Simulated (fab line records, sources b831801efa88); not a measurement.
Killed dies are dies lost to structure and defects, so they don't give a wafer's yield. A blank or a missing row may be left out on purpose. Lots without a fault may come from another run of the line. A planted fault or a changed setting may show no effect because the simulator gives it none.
Which tool did it? | flow gf180mcu | 13 lots, 39 wafers sampled, at 1 step of a route of 602

WHAT THE GAUGES READ, wafer by wafer
GF_V2_THK_MEAS_01. Usual: V2_CVD_00_THK 597 nm, standard deviation 5.1.
lot  | measured     | on            | V2_CVD_00_THK (nm) | flag
L521 | day 19 02:21 | film_metro-01 | 593 598 597        |
L522 | day 19 10:47 | film_metro-03 | 602 612 598        |
L523 | day 19 17:50 | film_metro-01 | 602 600 595        |
L524 | day 20 06:35 | film_metro-01 | 597 591 597        |
L526 | day 21 04:10 | film_metro-04 | 595 594 592        |
L527 | day 21 13:15 | film_metro-01 | 589 593 585        |
L528 | day 22 00:52 | film_metro-01 | 596 595 599        |
L529 | day 22 16:23 | film_metro-03 | 607 599 605        |
L531 | day 23 10:37 | film_metro-03 | 594 600 603        |
L533 | day 24 00:02 | film_metro-03 | 597 602 597        |
L537 | day 25 07:27 | film_metro-04 | 603 592 592        |
L542 | day 26 12:33 | film_metro-03 | 597 592 594        |
L543 | day 26 18:16 | film_metro-01 | 604 609 608        |

WHICH TOOL RAN EACH LOT (tool, then ch and the chambers of the sampled wafers, then the start)
The record holds no process step before these readings.

WHAT THE TOOLS THEMSELVES READ (means of the sampled wafers that have a number; where no wafer has one, the mark that the record gives instead)
The record holds no such reading with a usual standard deviation.

THE ANSWER, worked out from the rows above alone
Rule: a lot is off if the mean of its wafers that have a number lies more than 3 standard deviations from the usual mean. A lot without any number at a reading at which 4 lots or more have one is off too. The other lots that the step has rows for count as sound. The gauges are gone through in route order, then the tools' own readings, and for those a lot's mean is taken as printed above. The first step at which some lot is off is used, and at that step the reading that is off furthest; a lot without a number counts as furthest.
No lot is off at any reading shown: from this, nothing can be told.

WHAT THE SIMULATOR HAD PUT IN
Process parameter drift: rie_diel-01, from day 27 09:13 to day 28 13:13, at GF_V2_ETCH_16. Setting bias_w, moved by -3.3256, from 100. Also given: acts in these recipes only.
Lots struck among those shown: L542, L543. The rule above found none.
